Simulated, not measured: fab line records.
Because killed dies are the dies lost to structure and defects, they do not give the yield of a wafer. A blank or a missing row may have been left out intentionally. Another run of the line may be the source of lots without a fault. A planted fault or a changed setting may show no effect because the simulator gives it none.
Which of the tools did it? || flow gf180mcu || Sampling: 24 lots, 72 wafers, 6 of 602 route steps

## WHAT EACH GAUGE READ, for each wafer
GF_HV_LDD_CD_MEAS_46: the cd target is 400 nm.
{"lot": "L074", "measured": "day 12 12:06", "on": "cdSem-02", "cdNm (nm)": "400.6 400.5 397.2"}
{"lot": "L075", "measured": "day 12 20:58", "on": "cdSem-02", "cdNm (nm)": "399.2 401.5 399.7"}
{"lot": "L076", "measured": "day 12 23:32", "on": "cdSem-01", "cdNm (nm)": "401.3 399.5 399.3"}
{"lot": "L077", "measured": "day 13 06:16", "on": "cdSem-02", "cdNm (nm)": "401.2 404.3 401.8"}
{"lot": "L078", "measured": "day 13 17:24", "on": "cdSem-02", "cdNm (nm)": "398.7 400.7 399.7"}
{"lot": "L079", "measured": "day 14 03:05", "on": "cdSem-02", "cdNm (nm)": "400.9 400.9 402.0"}
{"lot": "L080", "measured": "day 14 09:33", "on": "cdSem-02", "cdNm (nm)": "402.6 403.7 402.3"}
{"lot": "L081", "measured": "day 14 17:49", "on": "cdSem-02", "cdNm (nm)": "398.8 399.1 399.1"}
{"lot": "L082", "measured": "day 15 04:23", "on": "cdSem-01", "cdNm (nm)": "398.5 396.0 397.5"}
{"lot": "L083", "measured": "day 15 11:13", "on": "cdSem-01", "cdNm (nm)": "398.4 396.9 398.8"}
{"lot": "L084", "measured": "day 15 19:32", "on": "cdSem-02", "cdNm (nm)": "402.0 401.7 399.8"}
{"lot": "L085", "measured": "day 15 23:37", "on": "cdSem-01", "cdNm (nm)": "398.0 398.6 399.1"}
{"lot": "L086", "measured": "day 16 11:26", "on": "cdSem-01", "cdNm (nm)": "397.7 399.2 400.7"}
{"lot": "L087", "measured": "day 16 15:32", "on": "cdSem-01", "cdNm (nm)": "402.6 405.5 402.9"}
{"lot": "L088", "measured": "day 17 06:08", "on": "cdSem-01", "cdNm (nm)": "396.5 397.5 398.0"}
{"lot": "L089", "measured": "day 17 11:13", "on": "cdSem-02", "cdNm (nm)": "400.8 399.2 398.6"}
{"lot": "L090", "measured": "day 17 20:05", "on": "cdSem-02", "cdNm (nm)": "401.7 401.7 401.9"}
{"lot": "L091", "measured": "day 18 00:39", "on": "cdSem-02", "cdNm (nm)": "396.7 398.5 398.2"}
{"lot": "L092", "measured": "day 18 06:49", "on": "cdSem-01", "cdNm (nm)": "399.0 401.2 400.9"}
{"lot": "L093", "measured": "day 18 16:13", "on": "cdSem-01", "cdNm (nm)": "400.3 398.5 398.8"}
{"lot": "L094", "measured": "day 19 03:20", "on": "cdSem-01", "cdNm (nm)": "399.7 399.4 399.7"}
{"lot": "L095", "measured": "day 19 09:34", "on": "cdSem-02", "cdNm (nm)": "401.3 403.9 400.1"}
{"lot": "L096", "measured": "day 19 14:32", "on": "cdSem-01", "cdNm (nm)": "399.7 399.3 399.5"}
{"lot": "L097", "measured": "day 20 00:12", "on": "cdSem-01", "cdNm (nm)": "399.7 398.9 398.1"}

GF_V1_THK_MEAS_01.
{"lot": "L074", "measured": "day 17 05:45", "on": "filmMetro-04", "V1_CVD_00_THK (nm)": "603 600 600"}
{"lot": "L075", "measured": "day 17 17:01", "on": "filmMetro-04", "V1_CVD_00_THK (nm)": "592 599 593"}
{"lot": "L076", "measured": "day 17 18:16", "on": "filmMetro-03", "V1_CVD_00_THK (nm)": "605 600 600"}
{"lot": "L077", "measured": "day 18 04:05", "on": "filmMetro-04", "V1_CVD_00_THK (nm)": "605 603 606"}
{"lot": "L078", "measured": "day 18 15:19", "on": "filmMetro-02", "V1_CVD_00_THK (nm)": "598 597 599"}
{"lot": "L079", "measured": "day 19 04:01", "on": "filmMetro-03", "V1_CVD_00_THK (nm)": "593 588 594"}
{"lot": "L080", "measured": "day 19 12:20", "on": "filmMetro-03", "V1_CVD_00_THK (nm)": "599 606 599"}
{"lot": "L081", "measured": "day 19 18:20", "on": "filmMetro-02", "V1_CVD_00_THK (nm)": "605 598 599"}
{"lot": "L082", "measured": "day 20 07:35", "on": "filmMetro-03", "V1_CVD_00_THK (nm)": "595 590 591"}
{"lot": "L083", "measured": "day 20 13:27", "on": "filmMetro-02", "V1_CVD_00_THK (nm)": "603 604 607"}
{"lot": "L084", "measured": "day 20 22:34", "on": "filmMetro-02", "V1_CVD_00_THK (nm)": "596 600 596"}
{"lot": "L085", "measured": "day 21 02:56", "on": "filmMetro-03", "V1_CVD_00_THK (nm)": "587 597 595"}
{"lot": "L086", "measured": "day 21 16:56", "on": "filmMetro-04", "V1_CVD_00_THK (nm)": "600 597 603"}
{"lot": "L087", "measured": "day 21 19:52", "on": "filmMetro-04", "V1_CVD_00_THK (nm)": "595 595 598"}
{"lot": "L088", "measured": "day 22 16:50", "on": "filmMetro-04", "V1_CVD_00_THK (nm)": "592 595 594"}
{"lot": "L089", "measured": "day 22 18:08", "on": "filmMetro-04", "V1_CVD_00_THK (nm)": "597 587 599"}
{"lot": "L090", "measured": "day 23 03:08", "on": "filmMetro-03", "V1_CVD_00_THK (nm)": "595 602 593"}
{"lot": "L091", "measured": "day 23 06:31", "on": "filmMetro-03", "V1_CVD_00_THK (nm)": "607 607 598"}
{"lot": "L092", "measured": "day 23 11:08", "on": "filmMetro-03", "V1_CVD_00_THK (nm)": "602 597 597"}
{"lot": "L093", "measured": "day 23 20:57", "on": "filmMetro-03", "V1_CVD_00_THK (nm)": "597 598 597"}
{"lot": "L094", "measured": "day 24 07:43", "on": "filmMetro-02", "V1_CVD_00_THK (nm)": "598 606 610"}
{"lot": "L095", "measured": "day 24 13:46", "on": "filmMetro-04", "V1_CVD_00_THK (nm)": "610 605 599"}
{"lot": "L096", "measured": "day 24 18:01", "on": "filmMetro-02", "V1_CVD_00_THK (nm)": "606 596 602"}
{"lot": "L097", "measured": "day 25 02:59", "on": "filmMetro-03", "V1_CVD_00_THK (nm)": "594 591 586"}

GF_V2_RS_MEAS_24: the measuring method here is four-point-probe.
{"lot": "L074", "measured": "day 20 09:51", "on": "filmMetro-04", "V2_W_RS (ohm/sq)": "0.330 0.327 0.328"}
{"lot": "L075", "measured": "day 20 20:41", "on": "filmMetro-02", "V2_W_RS (ohm/sq)": "0.324 0.324 0.322"}
{"lot": "L076", "measured": "day 20 22:05", "on": "filmMetro-04", "V2_W_RS (ohm/sq)": "0.326 0.325 0.322"}
{"lot": "L077", "measured": "day 21 07:39", "on": "filmMetro-02", "V2_W_RS (ohm/sq)": "0.331 0.326 0.326"}
{"lot": "L078", "measured": "day 21 19:58", "on": "filmMetro-01", "V2_W_RS (ohm/sq)": "0.328 0.327 0.329"}
{"lot": "L079", "measured": "day 22 07:25", "on": "filmMetro-04", "V2_W_RS (ohm/sq)": "0.323 0.323 0.322"}
{"lot": "L080", "measured": "day 22 16:05", "on": "filmMetro-02", "V2_W_RS (ohm/sq)": "0.330 0.327 0.330"}
{"lot": "L081", "measured": "day 22 21:50", "on": "filmMetro-04", "V2_W_RS (ohm/sq)": "0.335 0.329 0.329"}
{"lot": "L082", "measured": "day 23 10:20", "on": "filmMetro-02", "V2_W_RS (ohm/sq)": "0.331 0.330 0.330"}
{"lot": "L083", "measured": "day 23 16:11", "on": "filmMetro-04", "V2_W_RS (ohm/sq)": "0.330 0.333 0.331"}
{"lot": "L084", "measured": "day 23 22:41", "on": "filmMetro-04", "V2_W_RS (ohm/sq)": "0.329 0.329 0.331"}
{"lot": "L085", "measured": "day 24 04:40", "on": "filmMetro-02", "V2_W_RS (ohm/sq)": "0.326 0.329 0.329"}
{"lot": "L086", "measured": "day 24 18:59", "on": "filmMetro-01", "V2_W_RS (ohm/sq)": "0.328 0.326 0.330"}
{"lot": "L087", "measured": "day 24 20:16", "on": "filmMetro-02", "V2_W_RS (ohm/sq)": "0.325 0.323 0.320"}
{"lot": "L088", "measured": "day 25 17:05", "on": "filmMetro-04", "V2_W_RS (ohm/sq)": "0.327 0.323 0.326"}
{"lot": "L089", "measured": "day 25 17:44", "on": "filmMetro-01", "V2_W_RS (ohm/sq)": "0.335 0.330 0.333"}
{"lot": "L090", "measured": "day 26 01:34", "on": "filmMetro-02", "V2_W_RS (ohm/sq)": "0.331 0.325 0.329"}
{"lot": "L091", "measured": "day 26 04:09", "on": "filmMetro-04", "V2_W_RS (ohm/sq)": "0.327 0.332 0.331"}
{"lot": "L092", "measured": "day 26 10:55", "on": "filmMetro-02", "V2_W_RS (ohm/sq)": "0.330 0.330 0.329"}
{"lot": "L093", "measured": "day 26 19:38", "on": "filmMetro-04", "V2_W_RS (ohm/sq)": "0.331 0.328 0.336"}
{"lot": "L094", "measured": "day 27 04:13", "on": "filmMetro-01", "V2_W_RS (ohm/sq)": "0.331 0.333 0.333"}
{"lot": "L095", "measured": "day 27 10:36", "on": "filmMetro-02", "V2_W_RS (ohm/sq)": "0.329 0.329 0.325"}
{"lot": "L096", "measured": "day 27 13:12", "on": "filmMetro-02", "V2_W_RS (ohm/sq)": "0.332 0.330 0.330"}
{"lot": "L097", "measured": "day 27 21:32", "on": "filmMetro-02", "V2_W_RS (ohm/sq)": "0.337 0.337 0.335"}

GF_V2_THK_MEAS_25: measures by xrf.
{"lot": "L074", "measured": "day 20 09:58", "on": "filmMetro-04", "V2_W_THK (nm)": "363 367 366"}
{"lot": "L075", "measured": "day 20 20:47", "on": "filmMetro-02", "V2_W_THK (nm)": "365 368 367"}
{"lot": "L076", "measured": "day 20 22:11", "on": "filmMetro-04", "V2_W_THK (nm)": "367 370 373"}
{"lot": "L077", "measured": "day 21 07:46", "on": "filmMetro-02", "V2_W_THK (nm)": "357 359 360"}
{"lot": "L078", "measured": "day 21 20:05", "on": "filmMetro-01", "V2_W_THK (nm)": "359 360 358"}
{"lot": "L079", "measured": "day 22 07:32", "on": "filmMetro-04", "V2_W_THK (nm)": "371 374 371"}
{"lot": "L080", "measured": "day 22 16:12", "on": "filmMetro-02", "V2_W_THK (nm)": "360 359 357"}
{"lot": "L081", "measured": "day 22 21:56", "on": "filmMetro-04", "V2_W_THK (nm)": "357 362 364"}
{"lot": "L082", "measured": "day 23 10:27", "on": "filmMetro-02", "V2_W_THK (nm)": "361 361 363"}
{"lot": "L083", "measured": "day 23 16:17", "on": "filmMetro-04", "V2_W_THK (nm)": "361 359 361"}
{"lot": "L084", "measured": "day 23 22:49", "on": "filmMetro-04", "V2_W_THK (nm)": "364 362 360"}
{"lot": "L085", "measured": "day 24 04:47", "on": "filmMetro-02", "V2_W_THK (nm)": "356 355 354"}
{"lot": "L086", "measured": "day 24 19:05", "on": "filmMetro-01", "V2_W_THK (nm)": "357 358 355"}
{"lot": "L087", "measured": "day 24 20:23", "on": "filmMetro-02", "V2_W_THK (nm)": "361 363 366"}
{"lot": "L088", "measured": "day 25 17:11", "on": "filmMetro-04", "V2_W_THK (nm)": "366 371 367"}
{"lot": "L089", "measured": "day 25 17:50", "on": "filmMetro-01", "V2_W_THK (nm)": "350 353 350"}
{"lot": "L090", "measured": "day 26 01:41", "on": "filmMetro-02", "V2_W_THK (nm)": "354 359 355"}
{"lot": "L091", "measured": "day 26 04:15", "on": "filmMetro-04", "V2_W_THK (nm)": "366 361 359"}
{"lot": "L092", "measured": "day 26 11:02", "on": "filmMetro-02", "V2_W_THK (nm)": "354 355 358"}
{"lot": "L093", "measured": "day 26 19:44", "on": "filmMetro-04", "V2_W_THK (nm)": "359 365 352"}
{"lot": "L094", "measured": "day 27 04:20", "on": "filmMetro-01", "V2_W_THK (nm)": "353 353 352"}
{"lot": "L095", "measured": "day 27 10:43", "on": "filmMetro-02", "V2_W_THK (nm)": "354 356 360"}
{"lot": "L096", "measured": "day 27 13:19", "on": "filmMetro-02", "V2_W_THK (nm)": "353 356 353"}
{"lot": "L097", "measured": "day 27 21:39", "on": "filmMetro-02", "V2_W_THK (nm)": "347 348 348"}

GF_V3_THK_MEAS_03.
{"lot": "L074", "measured": "day 21 10:50", "on": "filmMetro-04", "V3_CVD_02_THK (nm)": "856 853 873"}
{"lot": "L075", "measured": "day 21 22:22", "on": "filmMetro-02", "V3_CVD_02_THK (nm)": "852 862 862"}
{"lot": "L076", "measured": "day 21 23:22", "on": "filmMetro-03", "V3_CVD_02_THK (nm)": "843 849 853"}
{"lot": "L077", "measured": "day 22 08:56", "on": "filmMetro-03", "V3_CVD_02_THK (nm)": "848 842 866"}
{"lot": "L078", "measured": "day 22 19:49", "on": "filmMetro-04", "V3_CVD_02_THK (nm)": "862 861 865"}
{"lot": "L079", "measured": "day 23 07:42", "on": "filmMetro-04", "V3_CVD_02_THK (nm)": "847 847 849"}
{"lot": "L080", "measured": "day 23 16:27", "on": "filmMetro-04", "V3_CVD_02_THK (nm)": "833 850 853"}
{"lot": "L081", "measured": "day 23 20:44", "on": "filmMetro-03", "V3_CVD_02_THK (nm)": "852 865 857"}
{"lot": "L082", "measured": "day 24 10:43", "on": "filmMetro-02", "V3_CVD_02_THK (nm)": "818 823 845"}
{"lot": "L083", "measured": "day 24 15:53", "on": "filmMetro-04", "V3_CVD_02_THK (nm)": "857 869 869"}
{"lot": "L084", "measured": "day 25 00:01", "on": "filmMetro-02", "V3_CVD_02_THK (nm)": "851 856 855"}
{"lot": "L085", "measured": "day 25 04:17", "on": "filmMetro-04", "V3_CVD_02_THK (nm)": "842 842 855"}
{"lot": "L086", "measured": "day 25 18:08", "on": "filmMetro-03", "V3_CVD_02_THK (nm)": "835 852 851"}
{"lot": "L087", "measured": "day 25 19:52", "on": "filmMetro-03", "V3_CVD_02_THK (nm)": "830 836 854"}
{"lot": "L088", "measured": "day 26 15:38", "on": "filmMetro-04", "V3_CVD_02_THK (nm)": "842 828 856"}
{"lot": "L089", "measured": "day 26 19:58", "on": "filmMetro-04", "V3_CVD_02_THK (nm)": "838 857 852"}
{"lot": "L090", "measured": "day 26 23:59", "on": "filmMetro-03", "V3_CVD_02_THK (nm)": "831 848 844"}
{"lot": "L091", "measured": "day 27 02:20", "on": "filmMetro-03", "V3_CVD_02_THK (nm)": "839 866 853"}
{"lot": "L092", "measured": "day 27 08:43", "on": "filmMetro-04", "V3_CVD_02_THK (nm)": "836 835 854"}
{"lot": "L093", "measured": "day 27 18:01", "on": "filmMetro-04", "V3_CVD_02_THK (nm)": "848 859 850"}
{"lot": "L094", "measured": "day 28 02:13", "on": "filmMetro-03", "V3_CVD_02_THK (nm)": "839 845 839"}
{"lot": "L095", "measured": "day 28 07:53", "on": "filmMetro-04", "V3_CVD_02_THK (nm)": "831 824 837"}
{"lot": "L096", "measured": "day 28 10:49", "on": "filmMetro-02", "V3_CVD_02_THK (nm)": "855 844 857"}
{"lot": "L097", "measured": "day 28 18:04", "on": "filmMetro-02", "V3_CVD_02_THK (nm)": "858 847 864"}

## WHAT TOOL EACH LOT RAN ON (gives the tool, then ch and the chambers of the sampled wafers, and finally the start)
{"lot": "L074", "GF_M1_SPUTTER_00": "pvdSputter-04, day 16 07:50"}
{"lot": "L075", "GF_M1_SPUTTER_00": "pvdSputter-01, day 16 17:32"}
{"lot": "L076", "GF_M1_SPUTTER_00": "pvdSputter-04, day 16 19:02"}
{"lot": "L077", "GF_M1_SPUTTER_00": "pvdSputter-04, day 17 03:53"}
{"lot": "L078", "GF_M1_SPUTTER_00": "pvdSputter-04, day 17 14:44"}
{"lot": "L079", "GF_M1_SPUTTER_00": "pvdSputter-04, day 18 02:44"}
{"lot": "L080", "GF_M1_SPUTTER_00": "pvdSputter-03, day 18 11:29"}
{"lot": "L081", "GF_M1_SPUTTER_00": "pvdSputter-04, day 18 17:50"}
{"lot": "L082", "GF_M1_SPUTTER_00": "pvdSputter-03, day 19 06:53"}
{"lot": "L083", "GF_M1_SPUTTER_00": "pvdSputter-01, day 19 13:25"}
{"lot": "L084", "GF_M1_SPUTTER_00": "pvdSputter-01, day 19 22:02"}
{"lot": "L085", "GF_M1_SPUTTER_00": "pvdSputter-01, day 20 02:16"}
{"lot": "L086", "GF_M1_SPUTTER_00": "pvdSputter-04, day 20 15:35"}
{"lot": "L087", "GF_M1_SPUTTER_00": "pvdSputter-03, day 20 18:53"}
{"lot": "L088", "GF_M1_SPUTTER_00": "pvdSputter-03, day 21 16:08"}
{"lot": "L089", "GF_M1_SPUTTER_00": "pvdSputter-04, day 21 17:41"}
{"lot": "L090", "GF_M1_SPUTTER_00": "pvdSputter-01, day 22 02:35"}
{"lot": "L091", "GF_M1_SPUTTER_00": "pvdSputter-01, day 22 06:41"}
{"lot": "L092", "GF_M1_SPUTTER_00": "pvdSputter-01, day 22 11:54"}
{"lot": "L093", "GF_M1_SPUTTER_00": "pvdSputter-03, day 22 21:07"}
{"lot": "L094", "GF_M1_SPUTTER_00": "pvdSputter-01, day 23 09:03"}
{"lot": "L095", "GF_M1_SPUTTER_00": "pvdSputter-03, day 23 13:29"}
{"lot": "L096", "GF_M1_SPUTTER_00": "pvdSputter-03, day 23 19:08"}
{"lot": "L097", "GF_M1_SPUTTER_00": "pvdSputter-04, day 24 04:08"}
- GF_M1_SPUTTER_00: material Ti, target thk 37.5 nm, time 150 s.

## AS READ BY THE TOOLS THEMSELVES (means over the sampled wafers that have a number; for cases with no such wafer, the mark the record gives instead)
GF_M1_SPUTTER_00.
{"lot": "L074", "tool": "pvdSputter-04", "throttleValvePct (%)": 31.0}
{"lot": "L075", "tool": "pvdSputter-01", "throttleValvePct (%)": 28.7}
{"lot": "L076", "tool": "pvdSputter-04", "throttleValvePct (%)": 30.4}
{"lot": "L077", "tool": "pvdSputter-04", "throttleValvePct (%)": 30.9}
{"lot": "L078", "tool": "pvdSputter-04", "throttleValvePct (%)": 30.2}
{"lot": "L079", "tool": "pvdSputter-04", "throttleValvePct (%)": 31.0}
{"lot": "L080", "tool": "pvdSputter-03", "throttleValvePct (%)": 29.8}
{"lot": "L081", "tool": "pvdSputter-04", "throttleValvePct (%)": 30.9}
{"lot": "L082", "tool": "pvdSputter-03", "throttleValvePct (%)": 29.4}
{"lot": "L083", "tool": "pvdSputter-01", "throttleValvePct (%)": 29.4}
{"lot": "L084", "tool": "pvdSputter-01", "throttleValvePct (%)": 29.4}
{"lot": "L085", "tool": "pvdSputter-01", "throttleValvePct (%)": 29.7}
{"lot": "L086", "tool": "pvdSputter-04", "throttleValvePct (%)": 30.5}
{"lot": "L087", "tool": "pvdSputter-03", "throttleValvePct (%)": 30.4}
{"lot": "L088", "tool": "pvdSputter-03", "throttleValvePct (%)": 30.2}
{"lot": "L089", "tool": "pvdSputter-04", "throttleValvePct (%)": 30.8}
{"lot": "L090", "tool": "pvdSputter-01", "throttleValvePct (%)": 29.4}
{"lot": "L091", "tool": "pvdSputter-01", "throttleValvePct (%)": 30.1}
{"lot": "L092", "tool": "pvdSputter-01", "throttleValvePct (%)": 29.7}
{"lot": "L093", "tool": "pvdSputter-03", "throttleValvePct (%)": 30.8}
{"lot": "L094", "tool": "pvdSputter-01", "throttleValvePct (%)": 29.4}
{"lot": "L095", "tool": "pvdSputter-03", "throttleValvePct (%)": 30.9}
{"lot": "L096", "tool": "pvdSputter-03", "throttleValvePct (%)": 30.1}
{"lot": "L097", "tool": "pvdSputter-04", "throttleValvePct (%)": 31.0}

## THE ANSWER, worked out from the rows above alone
Rule: usual is defined by the lots themselves. Put in order of their means at a reading, lots are off if they are a third of the lots or fewer, leave a main group of 4 or more, and stand apart from it by a gap of 3 or more times the standard deviation of the main group's means; of several such gaps the widest counts. Not used: any main group whose means are identical at the precision the tables above print for the reading. Also off: a lot with no number at a reading for which 4 or more lots have one. Any other lot the step has rows for is counted as sound. After the gauges, taken in route order, come the tools' own readings; for these a lot's mean is taken, as printed above. The first step at which some lot is off is used, and at that step the reading that is off furthest; a lot without a number counts as furthest.
None of the lots is off at any reading shown; this tells nothing.

## WHAT THE SIMULATOR HAD INSERTED
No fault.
